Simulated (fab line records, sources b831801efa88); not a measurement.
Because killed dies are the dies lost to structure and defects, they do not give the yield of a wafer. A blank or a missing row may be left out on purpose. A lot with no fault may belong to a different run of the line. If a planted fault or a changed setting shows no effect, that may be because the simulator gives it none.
Which tool was responsible? / flow sky130 / 13 lots, 39 wafers sampled, at 4 steps of a route of 708

== WHAT THE GAUGES SHOWED, per wafer ==
SKY_LDD_N_OVL_MEAS_07.
lot=L633; measured=day 17 20:07; on=overlay-01; LDD_N_OVL (nm)=-0.7 1.1 -1.1
lot=L634; measured=day 18 03:40; on=overlay-01; LDD_N_OVL (nm)=-1.0 -3.1 -2.5
lot=L636; measured=day 20 09:13; on=overlay-01; LDD_N_OVL (nm)=-1.3 -2.6 -1.4
lot=L639; measured=day 20 13:13; on=overlay-02; LDD_N_OVL (nm)=-0.4 -1.6 -0.9
lot=L638; measured=day 20 14:31; on=overlay-01; LDD_N_OVL (nm)=-2.3 -3.6 -2.5
lot=L640; measured=day 20 18:28; on=overlay-01; LDD_N_OVL (nm)=-1.4 -2.3 -2.4
lot=L642; measured=day 22 12:08; on=overlay-02; LDD_N_OVL (nm)=-2.1 -0.7 -3.7
lot=L643; measured=day 22 13:01; on=overlay-02; LDD_N_OVL (nm)=0.8 1.0 0.3
lot=L646; measured=day 22 22:04; on=overlay-02; LDD_N_OVL (nm)=-0.2 -1.5 0.8
lot=L650; measured=day 24 01:46; on=overlay-02; LDD_N_OVL (nm)=-3.0 -1.2 -2.8
lot=L652; measured=day 24 15:34; on=overlay-01; LDD_N_OVL (nm)=-0.1 -1.9 -0.8
lot=L651; measured=day 24 18:13; on=overlay-02; LDD_N_OVL (nm)=-1.9 -1.9 -2.7
lot=L654; measured=day 25 13:25; on=overlay-02; LDD_N_OVL (nm)=-2.2 0.0 -2.4

SKY_LDD_P_OVL_MEAS_08.
lot=L633; measured=day 19 03:19; on=overlay-02; LDD_P_OVL (nm)=1.5 0.0 -0.3
lot=L634; measured=day 19 10:42; on=overlay-02; LDD_P_OVL (nm)=-0.6 1.4 -0.8
lot=L636; measured=day 21 12:26; on=overlay-01; LDD_P_OVL (nm)=0.6 -1.1 -1.6
lot=L639; measured=day 21 17:07; on=overlay-01; LDD_P_OVL (nm)=-0.4 -0.6 -1.2
lot=L638; measured=day 21 17:56; on=overlay-01; LDD_P_OVL (nm)=-1.7 0.5 -0.7
lot=L640; measured=day 22 02:05; on=overlay-02; LDD_P_OVL (nm)=1.3 -0.4 1.8
lot=L642; measured=day 23 18:59; on=overlay-02; LDD_P_OVL (nm)=0.6 -0.3 0.0
lot=L643; measured=day 23 20:05; on=overlay-02; LDD_P_OVL (nm)=4.4 1.0 1.7
lot=L646; measured=day 24 05:05; on=overlay-01; LDD_P_OVL (nm)=-2.3 0.5 0.0
lot=L650; measured=day 25 07:50; on=overlay-02; LDD_P_OVL (nm)=-1.6 -3.2 -0.6
lot=L652; measured=day 25 21:59; on=overlay-01; LDD_P_OVL (nm)=-0.7 0.3 2.3
lot=L651; measured=day 26 00:23; on=overlay-01; LDD_P_OVL (nm)=-0.7 -0.2 -1.0
lot=L654; measured=day 26 19:27; on=overlay-02; LDD_P_OVL (nm)=-0.3 -1.6 1.0

SKY_POLY_CUT_OVL_MEAS_09.
lot=L633; measured=day 24 02:54; on=overlay-01; POLY_CUT_OVL (nm)=8 6 17
lot=L634; measured=day 24 10:10; on=overlay-01; POLY_CUT_OVL (nm)=-4 1 17
lot=L636; measured=day 26 15:39; on=overlay-02; POLY_CUT_OVL (nm)=16 5 6
lot=L639; measured=day 26 17:57; on=overlay-02; POLY_CUT_OVL (nm)=4 10 13
lot=L638; measured=day 26 19:17; on=overlay-01; POLY_CUT_OVL (nm)=3 1 10
lot=L640; measured=day 27 04:02; on=overlay-02; POLY_CUT_OVL (nm)=2 1 9
lot=L642; measured=day 28 17:06; on=overlay-01; POLY_CUT_OVL (nm)=1 3 -2
lot=L643; measured=day 28 20:53; on=overlay-02; POLY_CUT_OVL (nm)=6 -1 -2
lot=L646; measured=day 29 04:20; on=overlay-02; POLY_CUT_OVL (nm)=4 1 -1
lot=L650; measured=day 30 07:02; on=overlay-01; POLY_CUT_OVL (nm)=5 1 4
lot=L652; measured=day 30 18:31; on=overlay-01; POLY_CUT_OVL (nm)=-7 9 -1
lot=L651; measured=day 30 22:32; on=overlay-02; POLY_CUT_OVL (nm)=16 11 12
lot=L654; measured=day 31 16:11; on=overlay-02; POLY_CUT_OVL (nm)=-4 10 -4

== EACH LOT AND THE TOOL THAT RAN IT (in order: tool; ch and the chambers of the sampled wafers; start) ==
lot=L633; SKY_LDD_LDN_EXPOSE_04=iline stepper-01 ch 0, day 22 04:20
lot=L634; SKY_LDD_LDN_EXPOSE_04=iline stepper-01 ch 0, day 22 11:33
lot=L636; SKY_LDD_LDN_EXPOSE_04=iline stepper-02 ch 0, day 24 17:40
lot=L639; SKY_LDD_LDN_EXPOSE_04=iline stepper-01 ch 0, day 24 21:17
lot=L638; SKY_LDD_LDN_EXPOSE_04=iline stepper-01 ch 0, day 24 22:38
lot=L640; SKY_LDD_LDN_EXPOSE_04=iline stepper-02 ch 0, day 25 05:43
lot=L642; SKY_LDD_LDN_EXPOSE_04=iline stepper-01 ch 0, day 26 18:59
lot=L643; SKY_LDD_LDN_EXPOSE_04=iline stepper-01 ch 0, day 26 21:37
lot=L646; SKY_LDD_LDN_EXPOSE_04=iline stepper-02 ch 0, day 27 07:38
lot=L650; SKY_LDD_LDN_EXPOSE_04=iline stepper-02 ch 0, day 28 09:58
lot=L652; SKY_LDD_LDN_EXPOSE_04=iline stepper-02 ch 0, day 28 22:27
lot=L651; SKY_LDD_LDN_EXPOSE_04=iline stepper-02 ch 0, day 29 01:26
lot=L654; SKY_LDD_LDN_EXPOSE_04=iline stepper-02 ch 0, day 29 20:40
- SKY_LDD_LDN_EXPOSE_04: exposes mask LDNTM, target cd 700 nm.

== AS READ BY THE TOOLS THEMSELVES (means over the sampled wafers that have a number; for cases with no such wafer, the mark the record gives instead) ==
SKY_LDD_LDN_EXPOSE_04.
lot=L633; tool=iline stepper-01; focus offset nm (nm)=-0.1
lot=L634; tool=iline stepper-01; focus offset nm (nm)=0.2
lot=L636; tool=iline stepper-02; focus offset nm (nm)=-0.7
lot=L639; tool=iline stepper-01; focus offset nm (nm)=-0.3
lot=L638; tool=iline stepper-01; focus offset nm (nm)=0.1
lot=L640; tool=iline stepper-02; focus offset nm (nm)=0.2
lot=L642; tool=iline stepper-01; focus offset nm (nm)=-0.3
lot=L643; tool=iline stepper-01; focus offset nm (nm)=-0.1
lot=L646; tool=iline stepper-02; focus offset nm (nm)=0.2
lot=L650; tool=iline stepper-02; focus offset nm (nm)=0.3
lot=L652; tool=iline stepper-02; focus offset nm (nm)=0.8
lot=L651; tool=iline stepper-02; focus offset nm (nm)=-0.2
lot=L654; tool=iline stepper-02; focus offset nm (nm)=0.2

== THE ANSWER, worked out from the rows above alone ==
Rule: what is usual is taken from the lots themselves. The widest of any qualifying gaps counts: lots, ordered by their means at a reading, are off when they make up no more than a third of the lots, leave a main group of 4 or more, and stand apart from it by 3 or more times the standard deviation of that group's means. A main group whose means are all the same, to the digits that the tables above print for the reading, isn't used. A lot without any number at a reading at which 4 lots or more have one is off too. The other lots that the step has rows for count as sound. Order of review: gauges by route order, followed by the tools' own readings, for which a lot's mean as printed above is used. At the first step where some lot is off, the reading lying furthest off is the one used; lots without a number count as furthest.
Nothing can be told from this: no lot is off at any reading shown.

== WHAT HAD BEEN PUT IN BY THE SIMULATOR ==
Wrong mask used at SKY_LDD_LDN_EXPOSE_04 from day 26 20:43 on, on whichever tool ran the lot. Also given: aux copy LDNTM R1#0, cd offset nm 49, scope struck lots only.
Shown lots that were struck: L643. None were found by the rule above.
